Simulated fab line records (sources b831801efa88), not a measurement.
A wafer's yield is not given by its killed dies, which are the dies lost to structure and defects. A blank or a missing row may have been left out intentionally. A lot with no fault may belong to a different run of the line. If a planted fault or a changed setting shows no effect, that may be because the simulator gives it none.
Which tool did it? ; flow sky130 ; 33 wafers from 11 lots sampled at 3 of the route's 708 steps

## WHAT EACH GAUGE READ, for each wafer
SKY_NWELL_TW_MEAS_15.
lot;measured;on;NWELL_TW
L179;day 4 15:22;film_metro-03;1836 1827 1820
L183;day 5 14:07;film_metro-01;1789 1789 1780
L186;day 6 13:17;film_metro-03;1838 1834 1838
L187;day 6 13:55;film_metro-04;1818 1815 1808
L188;day 6 17:47;film_metro-03;1835 1833 1840
L189;day 6 23:24;film_metro-03;1827 1836 1832
L191;day 7 15:11;film_metro-03;1855 1841 1854
L193;day 8 06:40;film_metro-01;2159 2168 2174 2167 2165 2153
L194;day 8 12:47;film_metro-01;2163 2165 2156 2167 2166 2174
L200;day 9 21:55;film_metro-01;1782 1784 1775
L201;day 10 01:35;film_metro-03;1872 1850 1853

## WHAT TOOL EACH LOT RAN ON (gives the tool, then ch and the chambers of the sampled wafers, and finally the start)
lot;SKY_FIELD_ISO_ETCH_17;SKY_NWELL_IMPLANT_11
L179;rie_si-01 ch 0,1,2, day 2 05:42;implanter-01 ch 0, day 4 14:49
L183;rie_si-02 ch 0,2,3, day 3 02:54;implanter-01 ch 0, day 5 13:34
L186;rie_si-01 ch 0,1,3, day 3 19:41;implanter-04 ch 0, day 6 12:44
L187;rie_si-02 ch 0,1,2, day 3 22:43;implanter-01 ch 0, day 6 13:22
L188;rie_si-02 ch 0,1,3, day 4 03:45;implanter-03 ch 0, day 6 17:16
L189;rie_si-01 ch 2,3, day 4 08:09;implanter-03 ch 0, day 6 22:54
L191;rie_si-01 ch 0,1, day 4 21:23;implanter-04 ch 0, day 7 14:40
L193;rie_si-01 ch 1,2,3, day 5 05:20;implanter-04 ch 0, day 8 06:07
L194;rie_si-02 ch 1,2,3, day 5 13:45;implanter-04 ch 0, day 8 12:16
L200;rie_si-01 ch 0,1,2, day 6 19:48;implanter-01 ch 0, day 9 21:23
L201;rie_si-01 ch 0,2, day 6 23:41;implanter-03 ch 0, day 10 01:02
- SKY_FIELD_ISO_ETCH_17: etches Si in HBr/Cl2/O2, target depth 342 nm, time 97.7 s.
- SKY_NWELL_IMPLANT_11

## THE ANSWER, worked out from the rows above alone
Rule: what is usual is taken from the lots themselves. The widest of any qualifying gaps counts: lots, ordered by their means at a reading, are off when they make up no more than a third of the lots, leave a main group of 4 or more, and stand apart from it by 3 or more times the standard deviation of that group's means. Not used: any main group whose means are identical at the precision the tables above print for the reading. A lot without any number at a reading at which 4 lots or more have one is off too. Any other lot the step has rows for is counted as sound.
Off: L193, L194, at SKY_NWELL_TW_MEAS_15 (NWELL_TW). Mean 1824 and standard deviation 25 in the main group.
If a tool, at a process step before that reading, ran all the lots that are off and no sound lot after the first of them, it fits. Those tools and the gauges at SKY_NWELL_TW_MEAS_15 are tried in the same way. One fits: implanter-04 at SKY_NWELL_IMPLANT_11. A fault onset in the window from L191 (day 7 14:40, its last sound lot) to L193 (day 8 06:07, its first lot off) fits.

## WHAT THE SIMULATOR HAD INSERTED
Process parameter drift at SKY_NWELL_IMPLANT_11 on implanter-04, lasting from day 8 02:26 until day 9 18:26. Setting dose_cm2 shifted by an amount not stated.
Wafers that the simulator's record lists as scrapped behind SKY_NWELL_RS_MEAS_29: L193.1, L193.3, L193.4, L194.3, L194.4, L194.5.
Lots struck among those shown: L193, L194. The rule above reached the same finding.
